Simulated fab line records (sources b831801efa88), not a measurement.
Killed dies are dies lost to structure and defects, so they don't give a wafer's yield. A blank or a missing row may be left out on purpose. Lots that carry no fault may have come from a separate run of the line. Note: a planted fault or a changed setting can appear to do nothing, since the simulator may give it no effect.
The tool behind it: which one? + flow sky130 + 13 lots with 39 wafers sampled at 2 steps, on a route of 708 steps

## WHAT THE GAUGES SHOWED, per wafer
SKY_VIA4_OVL_MEAS_11. Usual: VIA4_OVL -1.8 nm, standard deviation 1.5.
| lot  | measured     | on         | VIA4_OVL (nm)  | flag |
|------|--------------|------------|----------------|------|
| L616 | day 43 04:42 | overlay-02 | -3.4 -1.6 -3.2 |      |
| L617 | day 43 10:20 | overlay-02 | -2.1 -3.9 -3.5 |      |
| L619 | day 43 22:01 | overlay-02 | -0.2 0.3 -0.6  |      |
| L620 | day 44 18:16 | overlay-01 | -1.5 -0.2 -0.5 |      |
| L623 | day 45 12:12 | overlay-01 | -0.1 -1.2 -0.5 |      |
| L624 | day 45 18:33 | overlay-02 | -4.3 -4.6 -3.6 |      |
| L628 | day 46 09:21 | overlay-02 | -1.6 -2.3 -2.2 |      |
| L630 | day 46 23:16 | overlay-02 | 1.4 0.5 -0.5   |      |
| L631 | day 47 10:25 | overlay-01 | -3.0 -1.1 -2.0 |      |
| L633 | day 47 22:03 | overlay-01 | -1.4 -1.7 -0.7 |      |
| L636 | day 48 06:03 | overlay-01 | -3.0 -1.8 -2.8 |      |
| L637 | day 48 12:34 | overlay-02 | -4.9 -5.3 -3.4 |      |
| L638 | day 48 18:12 | overlay-02 | -0.1 -0.5 -0.3 |      |

## EACH LOT AND THE TOOL THAT RAN IT (in order: tool; ch and the chambers of the sampled wafers; start)
| lot  | SKY_LOCAL_INTERCONNECT_CLEAN_17 |
|------|---------------------------------|
| L616 | wet bench-03 ch 0, day 30 19:28 |
| L617 | wet bench-04 ch 2, day 31 00:31 |
| L619 | wet bench-02 ch 0, day 31 15:37 |
| L620 | wet bench-02 ch 2, day 32 15:43 |
| L623 | wet bench-02 ch 0, day 33 09:26 |
| L624 | wet bench-03 ch 3, day 33 21:29 |
| L628 | wet bench-03 ch 0, day 34 15:34 |
| L630 | wet bench-03 ch 2, day 35 10:59 |
| L631 | wet bench-04 ch 1, day 35 14:27 |
| L633 | wet bench-03 ch 0, day 36 14:41 |
| L636 | wet bench-04 ch 3, day 37 00:44 |
| L637 | wet bench-02 ch 0, day 37 07:28 |
| L638 | wet bench-02 ch 1, day 37 18:29 |
- SKY_LOCAL_INTERCONNECT_CLEAN_17: cleans in IPA, time 180 s.

## AS READ BY THE TOOLS THEMSELVES (means over the sampled wafers that have a number; for cases with no such wafer, the mark the record gives instead)
The record holds no such reading with a usual standard deviation.

## THE ANSWER, worked out from the rows above alone
Rule: a lot counts as off when the mean over its wafers that have a number is more than 3 standard deviations away from the usual mean. Also off: a lot with no number at a reading for which 4 or more lots have one. All remaining lots with rows at the step are treated as sound. The gauges are gone through in route order, then the tools' own readings, and for those a lot's mean is taken as printed above. At the first step where some lot is off, the reading lying furthest off is the one used; lots without a number count as furthest.
No lot is off on any of the readings shown, so nothing can be concluded from this.

## WHAT WAS PUT IN BY THE SIMULATOR
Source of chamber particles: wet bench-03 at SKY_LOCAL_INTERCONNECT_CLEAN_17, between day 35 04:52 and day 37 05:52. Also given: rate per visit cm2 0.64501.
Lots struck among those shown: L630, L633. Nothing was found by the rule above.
